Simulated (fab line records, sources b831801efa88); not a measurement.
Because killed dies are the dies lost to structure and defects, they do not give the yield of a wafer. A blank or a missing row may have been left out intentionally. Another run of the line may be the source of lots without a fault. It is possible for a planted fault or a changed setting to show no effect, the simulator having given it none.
Which tool did it? -- flow sfq-line -- 42 wafers from 14 lots sampled at 4 of the route's 325 steps

## WHAT THE GAUGES READ, wafer by wafer
The record lacks any reading of a measuring or inspecting step that a usual standard deviation could be used to judge.

## WHICH TOOL RAN EACH LOT (tool, then ch and the chambers of the sampled wafers, then the start)
lot,SFQ_TRILAYER_M2_BARC_OPEN_METAL_ETCH_077,SFQ_TRILAYER_R5_STRIP_STRIP_140,SFQ_TRILAYER_I6_VIA_ETCH_VIA_ETCH_172,SFQ_TRILAYER_I6_VIA_STRIP_STRIP_173
L382,"rie-metal-01 ch 0, day 20 05:14","rie-metal-04 ch 0,1, day 54 13:59","rie-diel-04 ch 0,1,3, day 70 05:52","rie-metal-04 ch 0,1, day 70 05:59"
L383,"rie-metal-01 ch 0, day 20 16:02","rie-metal-04 ch 0,1, day 55 01:59","rie-diel-04 ch 0,1,3, day 70 17:59","rie-metal-02 ch 0,1, day 70 18:06"
L384,"rie-metal-01 ch 0,1, day 21 02:50","rie-metal-04 ch 0,1, day 55 12:47","rie-diel-02 ch 0,3, day 71 02:23","rie-metal-02 ch 0,1, day 71 02:30"
L386,"rie-metal-01 ch 0,1, day 21 20:50","rie-metal-01 ch 0,1, day 56 05:35","rie-diel-04 ch 1,2, day 71 08:23","rie-metal-04 ch 0,1, day 71 08:30"
L388,"rie-metal-04 ch 0,1, day 22 13:38","rie-metal-01 ch 0, day 56 15:18","rie-diel-02 ch 0,1,2, day 71 13:11","rie-metal-01 ch 0,1, day 71 13:18"
L389,"rie-metal-04 ch 0, day 22 18:26","rie-metal-02 ch 0,1, day 57 12:47","rie-diel-02 ch 1,2,3, day 71 23:59","rie-metal-02 ch 0,1, day 72 00:06"
L390,"rie-metal-04 ch 0,1, day 24 05:40","rie-metal-04 ch 0,1, day 58 13:44","rie-diel-02 ch 0,1, day 72 19:11","rie-metal-02 ch 0,1, day 72 19:30"
L392,"rie-metal-02 ch 0,1, day 24 17:46","rie-metal-04 ch 0,1, day 59 05:20","rie-diel-03 ch 0,3, day 73 11:38","rie-metal-04 ch 0,1, day 73 11:56"
L398,"rie-metal-04 ch 1, day 26 18:14","rie-metal-02 ch 0,1, day 62 14:25","rie-diel-02 ch 1,2, day 75 21:59","rie-metal-02 ch 0,1, day 75 22:06"
L399,"rie-metal-04 ch 0,1, day 27 01:28","rie-metal-01 ch 0,1, day 62 20:37","rie-diel-04 ch 0,1,2, day 76 07:35","rie-metal-04 ch 0,1, day 76 07:54"
L400,"rie-metal-04 ch 0,1, day 27 03:52","rie-metal-04 ch 0,1, day 64 01:32","rie-diel-02 ch 0,1,2, day 77 13:44","rie-metal-01 ch 0,1, day 77 14:00"
L401,"rie-metal-04 ch 0,1, day 27 06:14","rie-metal-04 ch 0,1, day 64 04:49","rie-diel-04 ch 0,3, day 77 16:05","rie-metal-04 ch 0,1, day 77 16:12"
L402,"rie-metal-02 ch 0,1, day 27 09:50","rie-metal-02 ch 0,1, day 64 09:44","rie-diel-02 ch 1,2, day 77 18:29","rie-metal-02 ch 1, day 77 18:36"
L403,"rie-metal-01 ch 0,1, day 27 23:02","rie-metal-02 ch 0,1, day 64 21:44","rie-diel-04 ch 2,3, day 77 20:53","rie-metal-01 ch 1, day 77 21:00"
- SFQ_TRILAYER_M2_BARC_OPEN_METAL_ETCH_077: etches BARC in O2, target depth 125 nm, time 41.7 s.
- SFQ_TRILAYER_R5_STRIP_STRIP_140: strips in O2.
- SFQ_TRILAYER_I6_VIA_ETCH_VIA_ETCH_172: etches SiO2 in CHF3, stops on Nb, target depth 260 nm.
- SFQ_TRILAYER_I6_VIA_STRIP_STRIP_173: strips in O2.

## WHAT THE TOOLS THEMSELVES READ (means of the sampled wafers that have a number; where no wafer has one, the mark that the record gives instead)
SFQ_TRILAYER_M2_BARC_OPEN_METAL_ETCH_077. Usual: drypump-motor-current-A 5.7 A, standard deviation 0.42; oes-product-au 0.686 a.u., standard deviation 0.004; run-length-s 70.0 s, standard deviation 0.52.
lot,tool,drypump-motor-current-A (A),oes-product-au (a.u.),run-length-s (s),flag
L382,rie-metal-01,5.9,0.687,69.6,
L383,rie-metal-01,5.9,0.686,69.8,
L384,rie-metal-01,5.8,0.686,69.8,
L386,rie-metal-01,5.8,0.688,70.1,
L388,rie-metal-04,6.0,0.687,70.2,
L389,rie-metal-04,6.1,0.709,67.4,OFF
L390,rie-metal-04,5.8,0.708,68.2,OFF
L392,rie-metal-02,5.2,0.684,70.2,
L398,rie-metal-04,5.6,0.685,70.9,
L399,rie-metal-04,5.9,0.685,70.2,
L400,rie-metal-04,5.9,0.689,70.0,
L401,rie-metal-04,5.8,0.683,70.3,
L402,rie-metal-02,5.2,0.690,69.7,
L403,rie-metal-01,5.7,0.689,70.0,

SFQ_TRILAYER_R5_STRIP_STRIP_140. Usual: drypump-motor-current-A 5.6 A, standard deviation 0.45; oes-product-au 0.999 a.u., standard deviation 0.0089; platen-temp-c 40.00 C, standard deviation 0.098.
lot,tool,drypump-motor-current-A (A),oes-product-au (a.u.),platen-temp-c (C),flag
L382,rie-metal-04,5.9,1.004,40.08,
L383,rie-metal-04,5.9,1.003,39.84,
L384,rie-metal-04,5.8,1.003,39.98,
L386,rie-metal-01,5.6,1.003,39.95,
L388,rie-metal-01,5.9,1.001,40.02,
L389,rie-metal-02,4.9,0.994,40.02,
L390,rie-metal-04,5.9,1.008,40.07,
L392,rie-metal-04,6.0,1.005,39.94,
L398,rie-metal-02,4.9,0.988,40.03,
L399,rie-metal-01,5.6,0.990,40.17,
L400,rie-metal-04,5.8,1.005,40.00,
L401,rie-metal-04,6.0,1.001,39.99,
L402,rie-metal-02,5.2,0.989,39.98,
L403,rie-metal-02,5.2,0.996,40.03,

SFQ_TRILAYER_I6_VIA_ETCH_VIA_ETCH_172. Usual: drypump-motor-current-A 5.55 A, standard deviation 0.25; oes-product-au 0.854 a.u., standard deviation 0.0049.
lot,tool,drypump-motor-current-A (A),oes-product-au (a.u.),flag
L382,rie-diel-04,5.63,0.856,
L383,rie-diel-04,5.62,0.851,
L384,rie-diel-02,5.47,0.851,
L386,rie-diel-04,5.62,0.855,
L388,rie-diel-02,5.40,0.854,
L389,rie-diel-02,5.33,0.854,
L390,rie-diel-02,5.62,0.853,
L392,rie-diel-03,5.57,0.853,
L398,rie-diel-02,5.19,0.849,
L399,rie-diel-04,5.62,0.855,
L400,rie-diel-02,5.38,0.854,
L401,rie-diel-04,5.76,0.850,
L402,rie-diel-02,5.43,0.855,
L403,rie-diel-04,5.77,0.856,

SFQ_TRILAYER_I6_VIA_STRIP_STRIP_173. Usual: drypump-motor-current-A 5.5 A, standard deviation 0.46; oes-product-au 0.999 a.u., standard deviation 0.0089; platen-temp-c 40.01 C, standard deviation 0.12.
lot,tool,drypump-motor-current-A (A),oes-product-au (a.u.),platen-temp-c (C),flag
L382,rie-metal-04,5.8,1.017,39.84,
L383,rie-metal-02,4.9,0.994,39.92,
L384,rie-metal-02,5.2,0.996,40.13,
L386,rie-metal-04,5.8,1.013,39.95,
L388,rie-metal-01,5.8,1.000,40.02,
L389,rie-metal-02,5.2,0.996,39.99,
L390,rie-metal-02,4.9,0.995,40.00,
L392,rie-metal-04,5.8,1.007,40.03,
L398,rie-metal-02,4.9,0.993,39.86,
L399,rie-metal-04,5.8,1.009,40.09,
L400,rie-metal-01,5.6,1.001,39.95,
L401,rie-metal-04,5.8,1.010,39.85,
L402,rie-metal-02,5.4,0.985,39.90,
L403,rie-metal-01,5.5,0.991,40.10,

## THE ANSWER, worked out from the rows above alone
Rule: lot off if the mean of its wafers having a number is beyond 3 standard deviations from the usual mean. A lot without any number at a reading at which 4 lots or more have one is off too. Where the step has rows for the other lots, those lots are counted as sound. First the gauges in route order, then the tools' own readings, where a lot's mean is used as printed above. At the first step where some lot is off, the reading lying furthest off is the one used; lots without a number count as furthest.
Off: L389, L390, at SFQ_TRILAYER_M2_BARC_OPEN_METAL_ETCH_077 (oes-product-au).
If a tool, at that step or one of the process steps before it, ran each lot that is off and ran no sound lot following the first of them, it fits. None of those tried fits.

## WHAT THE SIMULATOR PUT IN
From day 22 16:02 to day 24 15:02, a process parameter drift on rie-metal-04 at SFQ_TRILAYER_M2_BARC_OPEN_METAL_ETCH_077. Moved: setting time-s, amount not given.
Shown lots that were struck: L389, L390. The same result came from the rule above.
